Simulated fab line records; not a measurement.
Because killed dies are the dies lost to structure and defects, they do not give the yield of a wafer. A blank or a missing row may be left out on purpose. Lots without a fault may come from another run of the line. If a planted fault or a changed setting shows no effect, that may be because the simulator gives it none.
fab line records ; flow gf180mcu
[record] lots = 6; wafers = 18; lastDay = 34
route steps=602 shown V2@383
lots that met no fault: taken from a fault-free run of the same line
startH: start of the lot's first displayed wafer, in hours after the record's first day ; waitH: time in hours since the lot's previous step ; " the same as in the row above ; L1.1+2: several wafers, shown together as one row ; - no value, or no start was given ; * or withheld: withheld ; < > ~ a bound
route shown NAME@n: names a module that has steps shown in the file, with the first one's number in the route ; usual: mean and standard deviation over wafers with no fault ; same: alike in all rows ; chamber/n: place in a boat ; sites: each site's reading ; _std_site: standard deviation of those values ; _edge_site: outer sites' mean less inner sites' ; radiusMm: for every site, how far away it sits from the centre of the wafer ; mask NAME#n: copy n ; behind: the last tool/chamber to shape the wafer ; hold: what put the lot on hold/how long, in hours/how the hold closed ; device: transistor that didn't switch, given as n, p or np ; end of line: tests run on the same wafers once the route is complete ; a step given without rows: its recipe and nothing more ; killed: the dies lost at the first sort to structure and to defects; this is not the yield of the wafer ; map: per-die view of a wafer (x killed, . not killed, _ where there is no die)
set.NAME: the setting as run; set.NAME@STEP: as run at that earlier step ; model.NAME: the simulator's own value behind a step, which no gauge read
lots seen at some steps along the route; tables by step, rows by wafer
services: a tool's chamber out of use, with start hour (startH, from the record's first day; less than 0 if before it), hours out, and reason
[[steps]]
[step GF_V2_THK_MEAS_01]
[recipe] reads = SiO2_of_V2_CVD_00
[usual] V2_CVD_00_THK = 600/7.8
lot.wafer;tool;chamber;startH;waitH;V2_CVD_00_THK[nm]
L274.1;filmMetro-02;-;447.91;0.0;591
L274.3;filmMetro-02;-;447.91;0.0;612
L274.5;filmMetro-02;-;447.91;0.0;613
L281.3;filmMetro-02;-;515.13;0.1;608
L281.4;filmMetro-02;-;515.13;0.1;606
L281.6;filmMetro-02;-;515.13;0.1;607
L283.1;filmMetro-02;-;526.35;0.0;604
L283.2;filmMetro-02;-;526.35;0.0;598
L283.5;filmMetro-02;-;526.35;0.0;610
L284.2;filmMetro-02;-;538.76;0.0;595
L284.3;filmMetro-02;-;538.76;0.0;597
L284.5;filmMetro-02;-;538.76;0.0;587
L290.1;filmMetro-04;-;597.81;0.0;595
L290.2;filmMetro-04;-;597.81;0.0;588
L290.6;filmMetro-04;-;597.81;0.0;591
L295.1;filmMetro-04;-;623.66;0.0;605
L295.2;filmMetro-04;-;623.66;0.0;595
L295.4;filmMetro-04;-;623.66;0.0;613
[step GF_V2_CVD_02]
[recipe] material = SiO2; targetThkNm = 850; precursor = TEOS; tempC = 400; timeS = 94.851; rfW = 600
[usual] heaterPowerW = 668/87
lot.wafer;tool;chamber;startH;waitH;heaterPowerW
L274.1;pecvd-04;0;447.97;0.1;786
L274.3;pecvd-04;2;447.97;0.1;666
L274.5;pecvd-04;2;447.97;0.1;511
L281.3;pecvd-02;1;515.17;0.0;759
L281.4;pecvd-02;1;515.17;0.0;641
L281.6;pecvd-02;0;515.17;0.0;639
L283.1;pecvd-04;0;526.41;0.1;713
L283.2;pecvd-04;1;526.41;0.1;790
L283.5;pecvd-04;2;526.41;0.1;532
L284.2;pecvd-04;0;538.81;0.0;695
L284.3;pecvd-04;2;538.81;0.0;629
L284.5;pecvd-04;0;538.81;0.0;753
L290.1;pecvd-04;2;597.87;0.1;606
L290.2;pecvd-04;1;597.87;0.1;736
L290.6;pecvd-04;0;597.87;0.1;676
L295.1;pecvd-02;2;623.72;0.1;683
L295.2;pecvd-02;0;623.72;0.1;713
L295.4;pecvd-02;0;623.72;0.1;742
[step GF_V2_THK_MEAS_03]
[recipe] reads = SiO2_of_V2_CVD_02
[usual] V2_CVD_02_THK = 851/12
lot.wafer;tool;chamber;startH;waitH;V2_CVD_02_THK[nm]
L274.1;filmMetro-04;-;448.04;0.0;863
L274.3;filmMetro-04;-;448.04;0.0;843
L274.5;filmMetro-04;-;448.04;0.0;864
L281.3;filmMetro-02;-;515.26;0.1;856
L281.4;filmMetro-02;-;515.26;0.1;859
L281.6;filmMetro-02;-;515.26;0.1;867
L283.1;filmMetro-01;-;526.48;0.0;844
L283.2;filmMetro-01;-;526.48;0.0;854
L283.5;filmMetro-01;-;526.48;0.0;857
L284.2;filmMetro-04;-;538.89;0.0;854
L284.3;filmMetro-04;-;538.89;0.0;847
L284.5;filmMetro-04;-;538.89;0.0;873
L290.1;filmMetro-04;-;597.94;0.0;831
L290.2;filmMetro-04;-;597.94;0.0;847
L290.6;filmMetro-04;-;597.94;0.0;872
L295.1;filmMetro-02;-;623.79;0.0;838
L295.2;filmMetro-02;-;623.79;0.0;831
L295.4;filmMetro-02;-;623.79;0.0;856
[step GF_V2_CMP_04]
[recipe] material = SiO2; downForcePsi = 4; platenRpm = 60; padVelocityMS = 0.94248
[usual] motorCurrentA = 12.0/1.3; slurryFilterDpKPa = 13.51/0.14; timeToEndpointS = 82/5.7
lot.wafer;tool;chamber;startH;waitH;motorCurrentA;slurryFilterDpKPa;timeToEndpointS
L274.3;cmp-01;0;448.15;0.1;11.3;13.56;77
L274.1;cmp-01;1;448.15;0.1;11.7;13.36;83
L274.5;cmp-01;3;448.15;0.1;11.4;13.65;86
L281.3;cmp-02;0;515.35;0.1;11.6;13.67;79
L281.4;cmp-02;1;515.35;0.1;9.7;13.60;86
L281.6;cmp-02;3;515.35;0.1;12.8;13.57;86
L283.2;cmp-02;0;526.59;0.1;11.1;13.65;85
L283.1;cmp-02;2;526.59;0.1;14.3;13.29;77
L283.5;cmp-02;0;526.59;0.1;11.2;13.46;90
L284.3;cmp-01;3;538.99;0.1;11.4;13.57;79
L284.2;cmp-01;1;538.99;0.1;12.7;13.34;78
L284.5;cmp-01;3;538.99;0.1;11.4;13.54;91
L290.1;cmp-01;2;598.00;0.1;13.9;13.67;77
L290.2;cmp-01;1;598.00;0.1;12.2;13.48;80
L290.6;cmp-01;2;598.00;0.1;13.0;13.34;90
L295.1;cmp-01;2;623.90;0.1;12.9;13.63;76
L295.4;cmp-01;3;623.90;0.1;11.5;13.63;86
L295.2;cmp-01;0;623.90;0.1;11.6;13.67;73
[step GF_V2_BOW_MEAS_05]
[recipe] mode = bow
[usual] V2_BOW = 99/9.2
lot.wafer;tool;chamber;startH;waitH;V2_BOW[um]
L274.1;filmMetro-01;-;448.40;0.1;97
L274.3;filmMetro-01;-;448.40;0.1;103
L274.5;filmMetro-01;-;448.40;0.1;96
L281.3;filmMetro-04;-;515.64;0.2;93
L281.4;filmMetro-04;-;515.64;0.2;98
L281.6;filmMetro-04;-;515.64;0.2;95
L283.1;filmMetro-01;-;526.86;0.1;95
L283.2;filmMetro-01;-;526.86;0.1;94
L283.5;filmMetro-01;-;526.86;0.1;80
L284.2;filmMetro-01;-;539.26;0.1;96
L284.3;filmMetro-01;-;539.26;0.1;109
L284.5;filmMetro-01;-;539.26;0.1;105
L290.1;filmMetro-02;-;598.30;0.2;79
L290.2;filmMetro-02;-;598.30;0.2;95
L290.6;filmMetro-02;-;598.30;0.2;83
L295.1;filmMetro-04;-;624.15;0.2;93
L295.2;filmMetro-04;-;624.15;0.2;91
L295.4;filmMetro-04;-;624.15;0.2;105
[step GF_V2_DEHYDRATE_06]
[recipe] tempC = 200; timeS = 60
[step GF_V2_HMDS_07]
[recipe] primeTimeS = 60; primeTempC = 120
[step GF_V2_COAT_08]
[recipe] resist = BARC; tempC = withheld; timeS = withheld; spinRpm = withheld; resistThkNm = withheld
[step GF_V2_COAT_09]
[recipe] resist = KrF; spinRpm = withheld; resistThkNm = 1000
[step GF_V2_SOFTBAKE_10]
[recipe] tempC = 130; timeS = 60; resist = KrF
[step GF_V2_EXPOSE_11]
[recipe] maskId = Via2; targetCdNm = 260; na = 0.68; sourceShape = conventional; sigmaOuter = 0.6; doseMj = 38
[step GF_V2_PEB_12]
[recipe] pebTempC = 135; pebTimeS = 90; resist = KrF
[step GF_V2_DEVELOP_13]
[recipe] developTimeS = 60; resist = KrF; devTempC = 21
[usual] chillPlateTempC = 23.00/0.11; developTimeS = 60/0; developerTempC = 20.99/0.11
lot.wafer;tool;chamber;startH;waitH;chillPlateTempC;developTimeS;developerTempC;model.KrF_of_V2_COAT_09.thkNm
L274.1;lithoTrack-01;0;473.11;0.2;22.88;60;21.00;983.7
L274.3;lithoTrack-01;0;473.11;0.2;22.86;60;21.10;984
L274.5;lithoTrack-01;0;473.11;0.2;23.07;60;21.01;986.6
L281.3;lithoTrack-04;0;538.54;0.1;22.90;60;20.99;985.9
L281.4;lithoTrack-04;0;538.54;0.1;23.04;60;21.14;985.7
L281.6;lithoTrack-04;0;538.54;0.1;23.06;60;20.99;983.9
L283.1;lithoTrack-01;-;549.91;0.2;-;-;-;995.6
L283.2;lithoTrack-01;-;549.91;0.2;-;-;-;995.2
L283.5;lithoTrack-01;-;549.91;0.2;-;-;-;999.8
L284.2;lithoTrack-04;-;561.61;0.2;-;-;-;1002
L284.3;lithoTrack-04;-;561.61;0.2;-;-;-;1003
L284.5;lithoTrack-04;-;561.61;0.2;-;-;-;997.5
L290.1;lithoTrack-01;0;619.26;0.2;22.95;60;21.00;989.5
L290.2;lithoTrack-01;0;619.26;0.2;22.97;60;21.14;987.3
L290.6;lithoTrack-01;0;619.26;0.2;23.01;60;21.08;985.7
L295.1;lithoTrack-01;0;643.96;0.2;23.11;60;21.13;989.5
L295.2;lithoTrack-01;0;643.96;0.2;22.82;60;20.98;986.9
L295.4;lithoTrack-01;0;643.96;0.2;22.86;60;21.03;987.7
[step GF_V2_CD_MEAS_14]
[recipe] targetCdNm = 260
[usual] cdNm = 260.1/1.6
lot.wafer;tool;chamber;startH;waitH;cdNm
L274.1;cdSem-02;-;473.26;0.1;260.7
L274.3;cdSem-02;-;473.26;0.1;260.9
L274.5;cdSem-02;-;473.26;0.1;261.2
L281.3;cdSem-01;-;538.68;0.1;259.6
L281.4;cdSem-01;-;538.68;0.1;260.0
L281.6;cdSem-01;-;538.68;0.1;261.1
L283.1;cdSem-02;-;550.06;0.1;-
L283.2;cdSem-02;-;550.06;0.1;-
L283.5;cdSem-02;-;550.06;0.1;-
L284.2;cdSem-01;-;561.75;0.1;-
L284.3;cdSem-01;-;561.75;0.1;-
L284.5;cdSem-01;-;561.75;0.1;-
L290.1;cdSem-02;-;619.41;0.1;259.7
L290.2;cdSem-02;-;619.41;0.1;259.4
L290.6;cdSem-02;-;619.41;0.1;259.4
L295.1;cdSem-02;-;644.11;0.1;260.5
L295.2;cdSem-02;-;644.11;0.1;261.5
L295.4;cdSem-02;-;644.11;0.1;261.2
[[services]]
tool;chamber;startH;hours;kind
pecvd-02;-;451.07;2.7;repair
pecvd-02;1;521.50;3.9;repair
cmp-01;-;522.64;5.2;repair
cmp-01;-;555.61;18.9;pm
pecvd-02;2;570.05;6.5;repair
cmp-02;-;572.28;4.0;pm
pecvd-04;-;575.85;1.0;repair
cmp-02;-;576.28;-;consumableReplace:conditioner
cmp-02;-;576.28;-;consumableReplace:pad
cmp-01;-;583.67;2.0;repair
cmp-01;-;589.59;3.7;repair
pecvd-02;-;591.12;14.0;pm
pecvd-02;0;591.12;14.0;ventCycle
pecvd-02;1;591.12;14.0;ventCycle
pecvd-02;2;591.12;14.0;ventCycle
cmp-01;-;602.11;1.7;repair
cmp-02;-;603.08;0.3;repair
cmp-01;-;603.60;2.1;repair
pecvd-02;0;605.12;-;clean
pecvd-02;1;605.12;-;clean
pecvd-02;2;605.12;-;clean
cmp-01;-;608.18;0.6;repair
pecvd-04;2;631.67;-;calibration
cmp-02;-;634.53;10.5;repair
[[key]]
[firstSign] step = GF_V2_DEVELOP_13; reading = toolRecord; direction = missing
effect none on later readings
[modelEffect] step = GF_V2_DEVELOP_13; value = KrF_of_V2_COAT_09.thkNm; without = 983.8; struck = 998.7
metAt GF_V2_DEVELOP_13
struckWafers L283.1,L283.2,L283.5,L284.2,L284.3,L284.5
laterRowsLeftOut L283.1,L283.2,L283.5,L284.2,L284.3,L284.5
sortLeftOut L283.1,L283.2,L283.5,L284.2,L284.3,L284.5
onsetBetween 538.54 549.91
[fault] kind = skippedStepWhole; tool = lithoTrack-01,lithoTrack-04; chamber = -; onsetH = 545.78; steps = GF_V2_DEVELOP_13; scope = struckLotsOnly
// sortLeftOut: the simulated sort isn't trusted on such a fault, so these wafers' sort isn't shown, and their yield isn't known
// laterRowsLeftOut: the simulator's readings of these wafers behind a module that went badly wrong aren't trusted and aren't shown, but for the sort
